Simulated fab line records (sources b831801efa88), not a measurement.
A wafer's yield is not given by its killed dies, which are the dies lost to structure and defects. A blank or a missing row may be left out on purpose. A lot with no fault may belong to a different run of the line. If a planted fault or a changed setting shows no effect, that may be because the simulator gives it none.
Chamber matching / flow sfq-line / SFQ_TRILAYER_I2_CMP_CMP_064 on cmp-01: 4 sister chambers
The step polishes SiO2. 7 wafers are shown with their chamber, then 7 later ones without.

## WAFERS PAIRED WITH THEIR CHAMBERS
wafer=L924.1; chamber=0; time-to-endpoint-s (s)=208; motor-current-A (A)=10.5
wafer=L929.5; chamber=3; time-to-endpoint-s (s)=223; motor-current-A (A)=10.9
wafer=L932.3; chamber=0; time-to-endpoint-s (s)=216; motor-current-A (A)=11.2
wafer=L932.5; chamber=2; time-to-endpoint-s (s)=221; motor-current-A (A)=10.4
wafer=L933.2; chamber=2; time-to-endpoint-s (s)=208; motor-current-A (A)=11.5
wafer=L933.3; chamber=1; time-to-endpoint-s (s)=201; motor-current-A (A)=11.2
wafer=L933.6; chamber=3; time-to-endpoint-s (s)=207; motor-current-A (A)=10.4

## WAFERS MISSING THEIR CHAMBER
wafer=L936.1; time-to-endpoint-s (s)=210; motor-current-A (A)=10.7
wafer=L936.2; time-to-endpoint-s (s)=210; motor-current-A (A)=10.4
wafer=L936.3; time-to-endpoint-s (s)=209; motor-current-A (A)=11.1
wafer=L937.3; time-to-endpoint-s (s)=204; motor-current-A (A)=11.1
wafer=L937.4; time-to-endpoint-s (s)=209; motor-current-A (A)=10.6
wafer=L938.2; time-to-endpoint-s (s)=205; motor-current-A (A)=11.0
wafer=L943.3; time-to-endpoint-s (s)=215; motor-current-A (A)=10.5

## CHAMBER TAKEN BY EACH
wafer=L936.1; from the rows above=can't be placed: 0 or 3 or 2 or 1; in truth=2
wafer=L936.2; from the rows above=can't be placed: 3 or 0 or 2 or 1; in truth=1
wafer=L936.3; from the rows above=can't be placed: 0 or 2 or 1 or 3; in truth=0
wafer=L937.3; from the rows above=can't be placed: 1 or 0 or 2 or 3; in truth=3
wafer=L937.4; from the rows above=can't be placed: 0 or 3 or 2 or 1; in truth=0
wafer=L938.2; from the rows above=can't be placed: 1 or 0 or 2 or 3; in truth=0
wafer=L943.3; from the rows above=can't be placed: 3 or 0 or 2 or 1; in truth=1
Placed correctly: 0 of 7. Cannot be placed on the basis of these rows: 7; the candidates contain the true chamber in 7. Number placed wrongly: 0.
How it was worked out, from the rows above alone: a wafer's distance from a chamber is the root of the sum, over the readings, of the square of ((its reading less the chamber's mean) divided by the reading's scatter). The wafer belongs to the nearest chamber; if the next one is less than 2 further off, it can't be placed. Each chamber's mean is taken over the wafers shown for it. The scatter: take each reading less its chamber's mean, square it, sum over the shown wafers, divide by the number of wafers less the number of chambers, and take the root.
